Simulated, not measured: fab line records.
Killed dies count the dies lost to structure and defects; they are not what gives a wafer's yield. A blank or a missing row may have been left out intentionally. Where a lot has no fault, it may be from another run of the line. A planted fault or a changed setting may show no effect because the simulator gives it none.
Struck lot and sound lot, side by side    flow sky130    15 steps out of a route of 708
Sound: the wafers L862.2, L862.3, L862.5. Wafers L860.1, L860.5, L860.6 were the ones struck. The cause is given at the end.
For every step that has rows: the tool of each side, followed by ch and its chambers, followed by its first start. Under that, the readings that differ: sound wafers    struck wafers    difference of the means    sigmas: that difference in standard deviations of wafers without a fault.
alike: words and numbers the same on both sides, and readings whose means are apart by under 2 such deviations; not compared: readings that were withheld, readings missing a value for some wafer, numbers with overlapping values and no deviation given by the record, and bounds like >300 which may hide the same value.
A row with sigmas, a row that says differs or no value, or rows on one side alone: a step with any of these is where the two part. Numbers that don't overlap but have no deviation are shown without sigmas and don't part them. A reading that every wafer of one side lacks parts them only if that side has two wafers or more.

SKY_METAL5_STRIP_16: strips in O2/N2.
  sound on plasmaAsher-04 ch 0,1, day 49 01:50; struck on plasmaAsher-04 ch 0,1, day 48 18:07
reading                   sound              struck             difference  sigmas
stripTimeToEndpointS (s)  12.91 12.83 13.05  13.12 13.22 13.20  +0.25       +3
  alike: drypumpMotorCurrentA, oesProductAu
  not compared: rfHoursCounterH
then, 3 steps without rows for these wafers: SKY_METAL5_STRIP_17 (strips in post etch residue remover, time 1200 s); SKY_METAL5_CLEAN_18 (cleans in IPA, time 180 s); SKY_METAL5_CLEAN_19 (cleans in O3/DIW).
SKY_PASSIVATION_CVD_00: deposits SiO2, target thk 90 nm.
  sound on pecvd-02 ch 0,1,2, day 49 02:26; struck on pecvd-01 ch 0,1,2, day 48 18:43
  alike: heaterPowerW, susceptorTempC
SKY_PASSIVATION_THK_MEAS_01:
  struck on filmMetro-02, day 48 18:44; sound on filmMetro-04, day 49 02:28
  alike: PASSIVATION_CVD_00_THK
SKY_PASSIVATION_CVD_02: deposits Si3N4, target thk 540 nm.
  sound on pecvd-03 ch 0,2, day 49 02:31; struck on pecvd-02 ch 0,1,2, day 48 18:47
  alike: heaterPowerW, susceptorTempC
SKY_PASSIVATION_THK_MEAS_03:
  struck on filmMetro-01, day 48 19:01; sound on filmMetro-02, day 49 02:45
  alike: PASSIVATION_CVD_02_THK
then, 4 steps without rows for these wafers: SKY_PASSIVATION_DEHYDRATE_04 (time 60 s); SKY_PASSIVATION_HMDS_05 (prime time 60 s); SKY_PASSIVATION_COAT_06 (resist thk 3000 nm); SKY_PASSIVATION_SOFTBAKE_07.
SKY_PASSIVATION_EXPOSE_08: exposes mask NSM, target cd 3000 nm.
  sound on ilineStepper-02 ch 0, day 49 11:40; struck on ilineStepper-01 ch 0, day 49 04:25
reading            sound                 struck                difference  sigmas
exposureDoseMJCm2  259.75 259.75 259.79  264.56 264.42 264.11  +4.60       +20
  alike: mask, focusOffsetNm, stageVelMmS
after that, 1 step had no rows for these wafers: SKY_PASSIVATION_PEB_09.
SKY_PAD_OPEN_PROBE_99:
  struck on prober-02, day 50 08:01; sound on prober-02, day 50 14:41
  alike: defectLimitedYield, killed_at_M0_to_M3, killed_at_M4_up, killedAtContacts, killedAtFrontEnd, killedAtOther, killedDies, killedOpen, killedShort, sort_bin_3_pad_short, sort_bin_5_function, sort_bin_6_memory, sortNPass, sortYieldPct

WHERE THEY PART
First at SKY_METAL5_STRIP_16; last, within this record, at SKY_PASSIVATION_EXPOSE_08. Later steps at which nothing parts them and some readings are alike: SKY_PAD_OPEN_PROBE_99.

WHY: what the simulator had put in
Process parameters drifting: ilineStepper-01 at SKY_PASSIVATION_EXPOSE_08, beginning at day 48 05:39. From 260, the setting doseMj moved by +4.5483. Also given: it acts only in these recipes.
